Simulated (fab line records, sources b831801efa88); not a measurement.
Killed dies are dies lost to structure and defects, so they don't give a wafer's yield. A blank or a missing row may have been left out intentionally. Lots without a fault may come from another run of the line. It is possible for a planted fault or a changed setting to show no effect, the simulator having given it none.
A struck lot beside a sound one / flow sky130 / 16 steps out of a route of 708
Sound: the wafers L581.3, L581.5, L581.6. Struck: wafers L589.2, L589.3, L589.6. At the end, the cause is stated.
Per side, at each step with rows, come the tool, then ch with its chambers, and then its first start. Under that, the readings that differ: sound wafers / struck wafers / difference of the means / sigmas: that difference in standard deviations of wafers without a fault.
alike: readings with means less than 2 such deviations apart, plus words and numbers identical on both sides. not compared: withheld readings, readings lacking a value on some wafer, bounds such as >300 that could conceal the same value, and numbers that have no deviation in the record and whose values overlap.
A row with sigmas, a row that says differs or no value, or rows on one side alone: a step with any of these is where the two part. When numbers do not overlap yet have no deviation, they are printed without sigmas and do not part them. A reading that every wafer of one side lacks parts them only if that side has two wafers or more.

first, 5 steps without rows for these wafers: SKY_SONOS_TUNNEL_COAT_02 (resist thk 1140 nm); SKY_SONOS_TUNNEL_SOFTBAKE_03 (time 60 s); SKY_SONOS_TUNNEL_EXPOSE_04 (exposes mask TUNM, target cd 410 nm); SKY_SONOS_TUNNEL_PEB_05; SKY_SONOS_TUNNEL_DEVELOP_06 (develop time 60 s).
SKY_SONOS_TUNNEL_CD_MEAS_07: the cd target is 410 nm.
  struck on cd_sem-01, day 16 12:32; sound on cd_sem-02, day 13 19:04
reading=cd_nm (nm); sound=411.2 412.8 415.3; struck=409.3 407.6 407.6; difference=-4.9; sigmas=-2
SKY_SONOS_TUNNEL_OVL_MEAS_08:
  struck on overlay-02, day 16 12:39; sound on overlay-02, day 13 19:10
  alike: SONOS_TUNNEL_OVL
then, 3 steps without rows for these wafers: SKY_SONOS_TUNNEL_IMPLANT_09; SKY_SONOS_TUNNEL_WET_ETCH_10 (etches SiO2 in dHF, target depth 14 nm, time 280 s); SKY_SONOS_TUNNEL_STRIP_11 (strips in SPM, time 600 s).
SKY_SONOS_TUNNEL_TW_MEAS_12:
  struck on film_metro-04, day 16 13:07; sound on film_metro-03, day 13 19:38
reading=SONOS_TUNNEL_TW; sound=195.6 194.8 195.2; struck=198.9 199.5 199.5; difference=+4.1; sigmas=+2
then, 1 step without rows for these wafers: SKY_SONOS_TUNNEL_CLEAN_13 (cleans in dHF, time 20 s).
SKY_SONOS_ONO_OXIDATION_00: stabilise 600 s, purge 300 s, target thk 2.6 nm.
  sound on furnace-02 ch 0, day 13 22:13; struck on furnace-02 ch 0, day 16 18:25
reading=spike_tc_centre_C (C); sound=800.7 801.6 800.3; struck=796.0 794.3 794.9; difference=-5.8; sigmas=-6
reading=spike_tc_lower_C (C); sound=800.5 801.6 802.1; struck=795.1 796.0 793.3; difference=-6.6; sigmas=-4
reading=spike_tc_upper_C (C); sound=801.1 802.3 800.8; struck=794.5 796.2 794.6; difference=-6.3; sigmas=-5
reading=tube_center_temp_C (C); sound=799.92 799.84 799.86; struck=793.37 793.18 793.41; difference=-6.55; sigmas=-85
reading=tube_center_temp_C_max; sound=801.5 802.0 801.9; struck=795.2 795.1 795.5; difference=-6.5; sigmas=-19
reading=model.SiO2_of_SONOS_ONO_OXIDATION_00.thk_nm (nm); sound=2.494 2.52 2.538; struck=2.305 2.292 2.344; difference=-0.204; sigmas=
SKY_SONOS_ONO_THK_MEAS_01:
  struck on film_metro-01, day 16 19:46; sound on film_metro-04, day 13 23:35
reading=SONOS_ONO_OXIDATION_THK (nm); sound=2.48 2.61 2.57; struck=2.28 2.25 2.41; difference=-0.24; sigmas=-3
then, 1 step without rows for these wafers: SKY_SONOS_ONO_CVD_02 (deposits Si3N4 from DCS/NH3, target thk 10.5 nm, time 180 s).
-- record jumps: 33 days separate the struck wafers' starts on either side; left off in module SONOS_ONO, taken up again in module PAD_OPEN, whose first shown step is the route's number 708 --
SKY_PAD_OPEN_PROBE_99:
  struck on prober-02, day 49 22:57; sound on prober-01, day 48 00:12
reading=model.etest.cap_ono.gate_log10_a_cm2; sound=-7.933 -7.96 -8.103; struck=-7.672 -7.683 -7.501; difference=+0.380; sigmas=
reading=model.etest.cap_ono.tox_acc_nm (nm); sound=12.89 12.88 12.97; struck=12.63 12.66 12.6; difference=-0.28; sigmas=
reading=model.etest.sonos_erased.vt_v (V); sound=-2.352 -2.313 -2.271; struck=-2.454 -2.428 -2.427; difference=-0.124; sigmas=
reading=model.etest.sonos_baked.vt_less_v (V); sound=-0.5501 -0.5412 -0.5495; struck=-0.5976 -0.6204 -0.5787; difference=-0.0520; sigmas=
  alike: killed_at_M0_to_M3, killed_at_M4_up, killed_at_contacts, killed_at_front_end, killed_at_other, killed_dies, killed_open, killed_short

WHERE THEY PART
Earliest at SKY_SONOS_TUNNEL_CD_MEAS_07; latest, in this record, at SKY_SONOS_ONO_THK_MEAS_01. Later steps at which nothing parts them and some readings are alike: SKY_PAD_OPEN_PROBE_99.

WHY: what the simulator had put in
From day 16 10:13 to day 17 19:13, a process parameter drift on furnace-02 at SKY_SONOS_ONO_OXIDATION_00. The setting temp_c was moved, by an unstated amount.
